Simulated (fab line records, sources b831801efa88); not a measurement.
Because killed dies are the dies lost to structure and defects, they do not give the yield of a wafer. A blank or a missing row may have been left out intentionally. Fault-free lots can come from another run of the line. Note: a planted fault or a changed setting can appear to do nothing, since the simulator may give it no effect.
Matching of chambers | flow gf180mcu | GF_V2_ETCH_16 on rie-diel-04 has 4 sister chambers
The step etches BARC in N2/H2. 4 wafers are shown with their chamber, then 9 later ones without.

## WAFERS PAIRED WITH THEIR CHAMBERS
wafer  | chamber | oes-product-au (a.u.)
L087.3 | 1       | 0.854
L088.1 | 2       | 0.851
L088.3 | 0       | 0.853
L088.4 | 3       | 0.846

## WAFERS WITH NO CHAMBER GIVEN
wafer  | oes-product-au (a.u.)
L093.1 | 0.859
L093.2 | 0.857
L093.5 | 0.846
L095.1 | 0.852
L095.3 | 0.858
L095.4 | 0.848
L096.1 | 0.856
L096.5 | 0.860
L096.6 | 0.847

## THE CHAMBER EACH PASSED THROUGH
wafer  | from the rows above               | in truth
L093.1 | can't be placed: 1 or 0 or 2      | 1
L093.2 | can't be placed: 1 or 0 or 2      | 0
L093.5 | can't be placed: 3 or 2           | 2
L095.1 | can't be placed: 0 or 2 or 1 or 3 | 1
L095.3 | can't be placed: 1 or 0 or 2      | 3
L095.4 | can't be placed: 3 or 2 or 0 or 1 | 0
L096.1 | can't be placed: 1 or 0 or 2      | 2
L096.5 | can't be placed: 1 or 0 or 2      | 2
L096.6 | can't be placed: 3 or 2 or 0 or 1 | 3
Placed correctly: 0 of 9. Can't be placed from these rows: 9 (the true chamber is among the candidates in 8). Placed wrongly: 0.
How it was worked out, from the rows above alone: a wafer's distance from a chamber is the root of the sum, over the readings, of the square of ((its reading less the chamber's mean) divided by the reading's scatter). If the next closest chamber is less than 2 further off than the closest, the wafer can't be placed; otherwise it belongs to the closest. Each chamber's mean is taken over the wafers shown for it. The scatter: root of mean squared gap, hidden wafer to nearest shown wafer, with one shown wafer a chamber.
